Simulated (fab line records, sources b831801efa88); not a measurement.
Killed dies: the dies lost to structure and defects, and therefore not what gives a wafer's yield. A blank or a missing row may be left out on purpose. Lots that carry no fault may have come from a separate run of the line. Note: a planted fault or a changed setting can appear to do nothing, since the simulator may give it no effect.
Problem report, 8D (eight disciplines) form, completed by code | flow sky130 | the parts of the form that need people (team, actions taken, sign-off) are left out

== 1. THE PROBLEM ==
Mean of killed at contacts at SKY_PAD_OPEN_PROBE_99: 96 over 2 wafers from 1 lot, against 23 (standard deviation 4.7) on wafers with no fault. Measured from the usual mean, that is +15 standard deviations.
Seen first at day 48 10:46 on prober-01, wafer L348.1. The record holds 3 wafers of 1 lot with a number at this step. The rule behind "out" and "out of limits": a value lying over 4 standard deviations away from the usual mean. Any other wafer with a number is counted as sound.

== 2. WHAT IT IS, WHAT IT ISN'T ==
question                    | is                              | is not
which readings at this step | killed at contacts, killed dies | killed_at_M0_to_M3, killed_at_M4_up, killed at front end, killed at other, killed open
which lots                  | L348                            | -
which wafers of those lots  | L348.1, L348.3                  | L348.5
read on which tools         | prober-01                       | -
when                        | from day 48 10:46               | up to then (0 sound wafers); but 1 sound wafer of L348 came after

== 3. WHAT RULES OUT EACH SUSPECT ==
Counting: a tool at a process step up to the reading stays a suspect if it ran every lot that is out. Sound lots after the first of them don't rule it out here, since some wafers of a struck lot are sound.
- rie metal-02 at SKY_LOCAL_INTERCONNECT_ETCH_13 (etches BARC in N2/H2, stops on SiO2, time 45.9 s, target depth 60 nm): kept. It ran the lot that is out, L348 (day 34 03:54).
- rie metal-01 at SKY_METAL3_METAL_ETCH_18 (etches the open film in Cl2/BCl3, stops on SiO2, target depth 845 nm, time 183.1 s): kept. It ran the lot that is out, L348 (day 41 18:15).
- pvd sputter-04 at SKY_METAL4_SPUTTER_01 (material TiN, target thk 20 nm, time 16.7 s): kept. It ran the lot that is out, L348 (day 42 20:54).
- prober-01 at SKY_PAD_OPEN_PROBE_99: kept. It ran the lot that is out, L348 (day 48 10:46). Out on those wafers are its own readings of killed at contacts, killed dies.
- At SKY_LOCAL_INTERCONNECT_ETCH_13 on rie metal-02, chamber 0 took the sound wafers of the same lots and chamber 1 took the wafers that are out.
Left after counting: rie metal-02 at SKY_LOCAL_INTERCONNECT_ETCH_13, rie metal-01 at SKY_METAL3_METAL_ETCH_18, pvd sputter-04 at SKY_METAL4_SPUTTER_01, prober-01 at SKY_PAD_OPEN_PROBE_99.

== 4. THE CAUSE (what the simulator had put in) ==
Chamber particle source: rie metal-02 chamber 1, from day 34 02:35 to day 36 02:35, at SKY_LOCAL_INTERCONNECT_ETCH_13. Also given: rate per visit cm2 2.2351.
This tool is one of the 4 suspects left after counting.

== 5. SEQUENCE OF EFFECTS, ordered by route ==
Each row: a reading where the mean over the struck wafers with a number is more than 3 standard deviations away from the usual. Scope: only readings with a usual standard deviation given in the record; hours: median across lots of the time from each lot's start at the first step in this table that gives one to its start at this step; sigmas: change in usual standard deviations.
hours | step                  | reading            | usual | on struck wafers | change | sigmas
0     | SKY_PAD_OPEN_PROBE_99 | killed at contacts | 23    | 96               | +72    | +15
0     | SKY_PAD_OPEN_PROBE_99 | killed dies        | 86    | 149              | +63    | +7.1
It contains these process steps:
- SKY_PAD_OPEN_PROBE_99

== 6. HOW IT WOULD HAVE BEEN CAUGHT EARLIER ==
In this record no reading fell out of limits until day 48 10:46, 344 hours after the fault had begun at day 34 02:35.
No tool reading at SKY_LOCAL_INTERCONNECT_ETCH_13 that has a usual standard deviation in the record was out on any struck wafer, so an alarm limit of 4 standard deviations on those readings would not have fired.
The start of SKY_LOCAL_INTERCONNECT_ETCH_13 on rie metal-02 came by day 48 10:46 for every one of the lots that are out (1). Holding the tool at that point would not have protected any of them.
